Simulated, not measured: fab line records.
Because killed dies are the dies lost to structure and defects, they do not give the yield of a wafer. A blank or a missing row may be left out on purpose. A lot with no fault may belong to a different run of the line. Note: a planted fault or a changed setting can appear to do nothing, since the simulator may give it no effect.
The tool behind it: which one? || flow sky130 || 42 wafers from 14 lots sampled at 6 of the route's 708 steps

== WHAT EACH GAUGE READ, for each wafer ==
SKY_VIA1_RS_MEAS_22: uses a four-point probe to measure.
{"lot": "L857", "measured": "day 34 15:30", "on": "film metro-03", "VIA1_W_RS (ohm/sq)": "0.423 0.425 0.422"}
{"lot": "L860", "measured": "day 35 08:49", "on": "film metro-01", "VIA1_W_RS (ohm/sq)": "0.421 0.423 0.428"}
{"lot": "L859", "measured": "day 35 11:11", "on": "film metro-04", "VIA1_W_RS (ohm/sq)": "0.423 0.424 0.425"}
{"lot": "L861", "measured": "day 35 19:50", "on": "film metro-03", "VIA1_W_RS (ohm/sq)": "0.419 0.424 0.417"}
{"lot": "L863", "measured": "day 36 07:53", "on": "film metro-01", "VIA1_W_RS (ohm/sq)": "0.420 0.423 0.421"}
{"lot": "L865", "measured": "day 36 21:08", "on": "film metro-03", "VIA1_W_RS (ohm/sq)": "0.417 0.428 0.420"}
{"lot": "L866", "measured": "day 37 12:13", "on": "film metro-03", "VIA1_W_RS (ohm/sq)": "0.431 0.431 0.423"}
{"lot": "L867", "measured": "day 37 16:58", "on": "film metro-03", "VIA1_W_RS (ohm/sq)": "0.438 0.437 0.426"}
{"lot": "L868", "measured": "day 38 00:32", "on": "film metro-04", "VIA1_W_RS (ohm/sq)": "0.420 0.436 0.422"}
{"lot": "L869", "measured": "day 38 12:32", "on": "film metro-04", "VIA1_W_RS (ohm/sq)": "0.431 0.437 0.431"}
{"lot": "L875", "measured": "day 40 02:33", "on": "film metro-03", "VIA1_W_RS (ohm/sq)": "0.423 0.428 0.431"}
{"lot": "L876", "measured": "day 40 04:37", "on": "film metro-03", "VIA1_W_RS (ohm/sq)": "0.424 0.429 0.421"}
{"lot": "L878", "measured": "day 40 15:40", "on": "film metro-03", "VIA1_W_RS (ohm/sq)": "0.427 0.427 0.423"}
{"lot": "L879", "measured": "day 41 01:03", "on": "film metro-01", "VIA1_W_RS (ohm/sq)": "0.426 0.424 0.424"}

SKY_METAL2_RS_MEAS_05: uses a four-point probe to measure.
{"lot": "L857", "measured": "day 34 16:07", "on": "film metro-02", "METAL2_ALCU_RS (ohm/sq)": "0.1246 0.1235 0.1258"}
{"lot": "L860", "measured": "day 35 09:26", "on": "film metro-02", "METAL2_ALCU_RS (ohm/sq)": "0.1269 0.1262 0.1274"}
{"lot": "L859", "measured": "day 35 11:49", "on": "film metro-02", "METAL2_ALCU_RS (ohm/sq)": "0.1276 0.1284 0.1260"}
{"lot": "L861", "measured": "day 35 20:27", "on": "film metro-02", "METAL2_ALCU_RS (ohm/sq)": "0.1281 0.1289 0.1293"}
{"lot": "L863", "measured": "day 36 08:31", "on": "film metro-01", "METAL2_ALCU_RS (ohm/sq)": "0.1248 0.1241 0.1254"}
{"lot": "L865", "measured": "day 36 21:45", "on": "film metro-01", "METAL2_ALCU_RS (ohm/sq)": "0.1276 0.1250 0.1251"}
{"lot": "L866", "measured": "day 37 12:50", "on": "film metro-02", "METAL2_ALCU_RS (ohm/sq)": "0.1245 0.1247 0.1261"}
{"lot": "L867", "measured": "day 37 17:35", "on": "film metro-01", "METAL2_ALCU_RS (ohm/sq)": "0.1244 0.1253 0.1256"}
{"lot": "L868", "measured": "day 38 01:10", "on": "film metro-01", "METAL2_ALCU_RS (ohm/sq)": "0.1259 0.1268 0.1253"}
{"lot": "L869", "measured": "day 38 13:11", "on": "film metro-01", "METAL2_ALCU_RS (ohm/sq)": "0.1251 0.0679 0.1248"}
{"lot": "L875", "measured": "day 40 03:10", "on": "film metro-01", "METAL2_ALCU_RS (ohm/sq)": "0.1258 0.1260 0.1252"}
{"lot": "L876", "measured": "day 40 05:13", "on": "film metro-03", "METAL2_ALCU_RS (ohm/sq)": "0.0682 0.0675 0.1255"}
{"lot": "L878", "measured": "day 40 16:17", "on": "film metro-03", "METAL2_ALCU_RS (ohm/sq)": "0.1250 0.1217 0.1220"}
{"lot": "L879", "measured": "day 41 01:40", "on": "film metro-02", "METAL2_ALCU_RS (ohm/sq)": "0.1285 0.1294 0.1264"}

SKY_METAL2_THK_MEAS_06: measures by xrf.
{"lot": "L857", "measured": "day 34 16:14", "on": "film metro-02", "METAL2_ALCU_THK (nm)": "257 259 253"}
{"lot": "L860", "measured": "day 35 09:32", "on": "film metro-02", "METAL2_ALCU_THK (nm)": "252 254 252"}
{"lot": "L859", "measured": "day 35 11:56", "on": "film metro-02", "METAL2_ALCU_THK (nm)": "252 250 253"}
{"lot": "L861", "measured": "day 35 20:34", "on": "film metro-02", "METAL2_ALCU_THK (nm)": "251 248 248"}
{"lot": "L863", "measured": "day 36 08:37", "on": "film metro-01", "METAL2_ALCU_THK (nm)": "253 254 254"}
{"lot": "L865", "measured": "day 36 21:52", "on": "film metro-01", "METAL2_ALCU_THK (nm)": "248 251 253"}
{"lot": "L866", "measured": "day 37 12:56", "on": "film metro-02", "METAL2_ALCU_THK (nm)": "259 256 255"}
{"lot": "L867", "measured": "day 37 17:41", "on": "film metro-01", "METAL2_ALCU_THK (nm)": "253 251 251"}
{"lot": "L868", "measured": "day 38 01:17", "on": "film metro-01", "METAL2_ALCU_THK (nm)": "253 250 253"}
{"lot": "L869", "measured": "day 38 13:19", "on": "film metro-01", "METAL2_ALCU_THK (nm)": "253 460 254"}
{"lot": "L875", "measured": "day 40 03:17", "on": "film metro-01", "METAL2_ALCU_THK (nm)": "252 250 250"}
{"lot": "L876", "measured": "day 40 05:20", "on": "film metro-03", "METAL2_ALCU_THK (nm)": "457 462 251"}
{"lot": "L878", "measured": "day 40 16:23", "on": "film metro-03", "METAL2_ALCU_THK (nm)": "251 256 257"}
{"lot": "L879", "measured": "day 41 01:47", "on": "film metro-02", "METAL2_ALCU_THK (nm)": "250 248 252"}

== WHICH TOOL RAN EACH LOT (tool, then ch and the chambers of the sampled wafers, then the start) ==
{"lot": "L857", "SKY_METAL1_ETCH_18": "rie metal-04 ch 0,1, day 33 09:50", "SKY_VIA1_SPUTTER_20": "pvd sputter-02, day 34 15:20", "SKY_METAL2_SPUTTER_02": "pvd sputter-04, day 34 16:01"}
{"lot": "L860", "SKY_METAL1_ETCH_18": "rie metal-01 ch 0,1, day 34 03:43", "SKY_VIA1_SPUTTER_20": "pvd sputter-04, day 35 08:37", "SKY_METAL2_SPUTTER_02": "pvd sputter-04, day 35 09:17"}
{"lot": "L859", "SKY_METAL1_ETCH_18": "rie metal-04 ch 0,1, day 34 06:12", "SKY_VIA1_SPUTTER_20": "pvd sputter-03, day 35 11:02", "SKY_METAL2_SPUTTER_02": "pvd sputter-01, day 35 11:43"}
{"lot": "L861", "SKY_METAL1_ETCH_18": "rie metal-01 ch 0, day 34 15:03", "SKY_VIA1_SPUTTER_20": "pvd sputter-02, day 35 19:41", "SKY_METAL2_SPUTTER_02": "pvd sputter-03, day 35 20:22"}
{"lot": "L863", "SKY_METAL1_ETCH_18": "rie metal-01 ch 0,1, day 35 04:02", "SKY_VIA1_SPUTTER_20": "pvd sputter-04, day 36 07:43", "SKY_METAL2_SPUTTER_02": "pvd sputter-01, day 36 08:23"}
{"lot": "L865", "SKY_METAL1_ETCH_18": "rie metal-04 ch 0,1, day 35 17:09", "SKY_VIA1_SPUTTER_20": "pvd sputter-02, day 36 20:55", "SKY_METAL2_SPUTTER_02": "pvd sputter-03, day 36 21:40"}
{"lot": "L866", "SKY_METAL1_ETCH_18": "rie metal-03 ch 0,1, day 36 09:05", "SKY_VIA1_SPUTTER_20": "pvd sputter-02, day 37 12:02", "SKY_METAL2_SPUTTER_02": "pvd sputter-01, day 37 12:43"}
{"lot": "L867", "SKY_METAL1_ETCH_18": "rie metal-03 ch 0,1, day 36 12:15", "SKY_VIA1_SPUTTER_20": "pvd sputter-04, day 37 16:47", "SKY_METAL2_SPUTTER_02": "pvd sputter-04, day 37 17:28"}
{"lot": "L868", "SKY_METAL1_ETCH_18": "rie metal-04 ch 0,1, day 36 20:41", "SKY_VIA1_SPUTTER_20": "pvd sputter-04, day 38 00:23", "SKY_METAL2_SPUTTER_02": "pvd sputter-04, day 38 01:04"}
{"lot": "L869", "SKY_METAL1_ETCH_18": "rie metal-01 ch 0,1, day 37 08:44", "SKY_VIA1_SPUTTER_20": "pvd sputter-04, day 38 12:23", "SKY_METAL2_SPUTTER_02": "pvd sputter-04, day 38 13:06"}
{"lot": "L875", "SKY_METAL1_ETCH_18": "rie metal-04 ch 0,1, day 39 00:05", "SKY_VIA1_SPUTTER_20": "pvd sputter-04, day 40 02:23", "SKY_METAL2_SPUTTER_02": "pvd sputter-01, day 40 03:04"}
{"lot": "L876", "SKY_METAL1_ETCH_18": "rie metal-01 ch 0, day 39 00:13", "SKY_VIA1_SPUTTER_20": "pvd sputter-04, day 40 04:26", "SKY_METAL2_SPUTTER_02": "pvd sputter-04, day 40 05:07"}
{"lot": "L878", "SKY_METAL1_ETCH_18": "rie metal-03 ch 0,1, day 39 12:47", "SKY_VIA1_SPUTTER_20": "pvd sputter-02, day 40 15:29", "SKY_METAL2_SPUTTER_02": "pvd sputter-03, day 40 16:10"}
{"lot": "L879", "SKY_METAL1_ETCH_18": "rie metal-04 ch 0,1, day 39 22:05", "SKY_VIA1_SPUTTER_20": "pvd sputter-04, day 41 00:53", "SKY_METAL2_SPUTTER_02": "pvd sputter-03, day 41 01:34"}
- SKY_METAL1_ETCH_18: etches BARC in N2/H2, stops on SiO2, time 45.9 s, target depth 60 nm.
- SKY_VIA1_SPUTTER_20: material TiN, target thk 20 nm, time 80 s.
- SKY_METAL2_SPUTTER_02: material AlCu, target thk 250 nm, time 13.3 s.

== AS READ BY THE TOOLS THEMSELVES (means over the sampled wafers that have a number; for cases with no such wafer, the mark the record gives instead) ==
SKY_METAL1_ETCH_18.
{"lot": "L857", "tool": "rie metal-04", "drypump motor current A (A)": 6.3, "oes product au (a.u.)": 0.854, "throttle valve pct (%)": 13.223}
{"lot": "L860", "tool": "rie metal-01", "drypump motor current A (A)": 5.2, "oes product au (a.u.)": 0.853, "throttle valve pct (%)": 13.234}
{"lot": "L859", "tool": "rie metal-04", "drypump motor current A (A)": 6.1, "oes product au (a.u.)": 0.856, "throttle valve pct (%)": 13.226}
{"lot": "L861", "tool": "rie metal-01", "drypump motor current A (A)": 4.9, "oes product au (a.u.)": 0.852, "throttle valve pct (%)": 13.226}
{"lot": "L863", "tool": "rie metal-01", "drypump motor current A (A)": 5.2, "oes product au (a.u.)": 0.857, "throttle valve pct (%)": 13.229}
{"lot": "L865", "tool": "rie metal-04", "drypump motor current A (A)": 6.3, "oes product au (a.u.)": 0.852, "throttle valve pct (%)": 13.221}
{"lot": "L866", "tool": "rie metal-03", "drypump motor current A (A)": 5.6, "oes product au (a.u.)": 0.852, "throttle valve pct (%)": 13.226}
{"lot": "L867", "tool": "rie metal-03", "drypump motor current A (A)": 5.7, "oes product au (a.u.)": 0.857, "throttle valve pct (%)": 13.222}
{"lot": "L868", "tool": "rie metal-04", "drypump motor current A (A)": 6.2, "oes product au (a.u.)": 0.853, "throttle valve pct (%)": 13.225}
{"lot": "L869", "tool": "rie metal-01", "drypump motor current A (A)": 5.4, "oes product au (a.u.)": 0.856, "throttle valve pct (%)": 13.222}
{"lot": "L875", "tool": "rie metal-04", "drypump motor current A (A)": 6.3, "oes product au (a.u.)": 0.856, "throttle valve pct (%)": 13.217}
{"lot": "L876", "tool": "rie metal-01", "drypump motor current A (A)": 4.9, "oes product au (a.u.)": 0.852, "throttle valve pct (%)": 13.222}
{"lot": "L878", "tool": "rie metal-03", "drypump motor current A (A)": 5.8, "oes product au (a.u.)": 0.854, "throttle valve pct (%)": 13.224}
{"lot": "L879", "tool": "rie metal-04", "drypump motor current A (A)": 6.1, "oes product au (a.u.)": 0.854, "throttle valve pct (%)": 13.229}

SKY_VIA1_SPUTTER_20.
{"lot": "L857", "tool": "pvd sputter-02", "cathode dc power W (W)": 4000.2, "chamber pressure pa (Pa)": 4.996, "throttle valve pct (%)": 29.2}
{"lot": "L860", "tool": "pvd sputter-04", "cathode dc power W (W)": 4000.0, "chamber pressure pa (Pa)": 4.988, "throttle valve pct (%)": 30.5}
{"lot": "L859", "tool": "pvd sputter-03", "cathode dc power W (W)": 4000.4, "chamber pressure pa (Pa)": 5.002, "throttle valve pct (%)": 31.3}
{"lot": "L861", "tool": "pvd sputter-02", "cathode dc power W (W)": 3999.7, "chamber pressure pa (Pa)": 5.005, "throttle valve pct (%)": 29.5}
{"lot": "L863", "tool": "pvd sputter-04", "cathode dc power W (W)": 4000.9, "chamber pressure pa (Pa)": 5.012, "throttle valve pct (%)": 29.8}
{"lot": "L865", "tool": "pvd sputter-02", "cathode dc power W (W)": 3999.8, "chamber pressure pa (Pa)": 4.993, "throttle valve pct (%)": 29.7}
{"lot": "L866", "tool": "pvd sputter-02", "cathode dc power W (W)": 4000.2, "chamber pressure pa (Pa)": 5.003, "throttle valve pct (%)": 29.3}
{"lot": "L867", "tool": "pvd sputter-04", "cathode dc power W (W)": 4000.4, "chamber pressure pa (Pa)": 4.995, "throttle valve pct (%)": 30.8}
{"lot": "L868", "tool": "pvd sputter-04", "cathode dc power W (W)": 4000.2, "chamber pressure pa (Pa)": 4.995, "throttle valve pct (%)": 30.3}
{"lot": "L869", "tool": "pvd sputter-04", "cathode dc power W (W)": 4000.1, "chamber pressure pa (Pa)": 4.995, "throttle valve pct (%)": 30.1}
{"lot": "L875", "tool": "pvd sputter-04", "cathode dc power W (W)": 4000.1, "chamber pressure pa (Pa)": 4.999, "throttle valve pct (%)": 30.2}
{"lot": "L876", "tool": "pvd sputter-04", "cathode dc power W (W)": 4000.3, "chamber pressure pa (Pa)": 5.007, "throttle valve pct (%)": 30.0}
{"lot": "L878", "tool": "pvd sputter-02", "cathode dc power W (W)": 4000.0, "chamber pressure pa (Pa)": 4.992, "throttle valve pct (%)": 29.0}
{"lot": "L879", "tool": "pvd sputter-04", "cathode dc power W (W)": 3999.9, "chamber pressure pa (Pa)": 5.008, "throttle valve pct (%)": 30.7}

SKY_METAL2_SPUTTER_02.
{"lot": "L857", "tool": "pvd sputter-04", "cathode dc power W (W)": 10599, "chamber pressure pa (Pa)": 0.3999, "throttle valve pct (%)": 30.1}
{"lot": "L860", "tool": "pvd sputter-04", "cathode dc power W (W)": 10601, "chamber pressure pa (Pa)": 0.3994, "throttle valve pct (%)": 29.9}
{"lot": "L859", "tool": "pvd sputter-01", "cathode dc power W (W)": 10600, "chamber pressure pa (Pa)": 0.3998, "throttle valve pct (%)": 29.6}
{"lot": "L861", "tool": "pvd sputter-03", "cathode dc power W (W)": 10601, "chamber pressure pa (Pa)": 0.3998, "throttle valve pct (%)": 31.2}
{"lot": "L863", "tool": "pvd sputter-01", "cathode dc power W (W)": 10600, "chamber pressure pa (Pa)": 0.3996, "throttle valve pct (%)": 29.4}
{"lot": "L865", "tool": "pvd sputter-03", "cathode dc power W (W)": 10601, "chamber pressure pa (Pa)": 0.3997, "throttle valve pct (%)": 31.4}
{"lot": "L866", "tool": "pvd sputter-01", "cathode dc power W (W)": 10600, "chamber pressure pa (Pa)": 0.4004, "throttle valve pct (%)": 29.9}
{"lot": "L867", "tool": "pvd sputter-04", "cathode dc power W (W)": 10600, "chamber pressure pa (Pa)": 0.3996, "throttle valve pct (%)": 30.1}
{"lot": "L868", "tool": "pvd sputter-04", "cathode dc power W (W)": 10599, "chamber pressure pa (Pa)": 0.3999, "throttle valve pct (%)": 30.4}
{"lot": "L869", "tool": "pvd sputter-04", "cathode dc power W (W)": 10600, "chamber pressure pa (Pa)": 0.3998, "throttle valve pct (%)": 30.8}
{"lot": "L875", "tool": "pvd sputter-01", "cathode dc power W (W)": 10598, "chamber pressure pa (Pa)": 0.4006, "throttle valve pct (%)": 29.5}
{"lot": "L876", "tool": "pvd sputter-04", "cathode dc power W (W)": 10600, "chamber pressure pa (Pa)": 0.3997, "throttle valve pct (%)": 30.2}
{"lot": "L878", "tool": "pvd sputter-03", "cathode dc power W (W)": 10602, "chamber pressure pa (Pa)": 0.3998, "throttle valve pct (%)": 31.3}
{"lot": "L879", "tool": "pvd sputter-03", "cathode dc power W (W)": 10601, "chamber pressure pa (Pa)": 0.4001, "throttle valve pct (%)": 31.4}

== THE ANSWER, worked out from the rows above alone ==
Rule: usual is defined by the lots themselves. Put in order of their means at a reading, lots are off if they are a third of the lots or fewer, leave a main group of 4 or more, and stand apart from it by a gap of 3 or more times the standard deviation of the main group's means; of several such gaps the widest counts. The tables above print the reading to a certain number of digits; a main group whose means all agree to those digits is not used. Also off: a lot with no number at a reading for which 4 or more lots have one. All remaining lots with rows at the step are treated as sound. After the gauges, taken in route order, come the tools' own readings; for these a lot's mean is taken, as printed above. The first step at which some lot is off is used, and at that step the reading that is off furthest; a lot without a number counts as furthest.
Off: at SKY_METAL2_RS_MEAS_05 (METAL2_ALCU_RS), L869, L876. For the main group the mean is 0.1259 ohm/sq and the standard deviation 0.0016.
A tool fits if, at a process step before that reading, it ran every lot that is off, and no sound lot after the first of them. Gauges at SKY_METAL2_RS_MEAS_05: tried the same way as those tools. Undecided on this evidence; 2 tools fit (rie metal-01 at SKY_METAL1_ETCH_18, pvd sputter-04 at SKY_METAL2_SPUTTER_02).

== WHAT WAS PUT IN BY THE SIMULATOR ==
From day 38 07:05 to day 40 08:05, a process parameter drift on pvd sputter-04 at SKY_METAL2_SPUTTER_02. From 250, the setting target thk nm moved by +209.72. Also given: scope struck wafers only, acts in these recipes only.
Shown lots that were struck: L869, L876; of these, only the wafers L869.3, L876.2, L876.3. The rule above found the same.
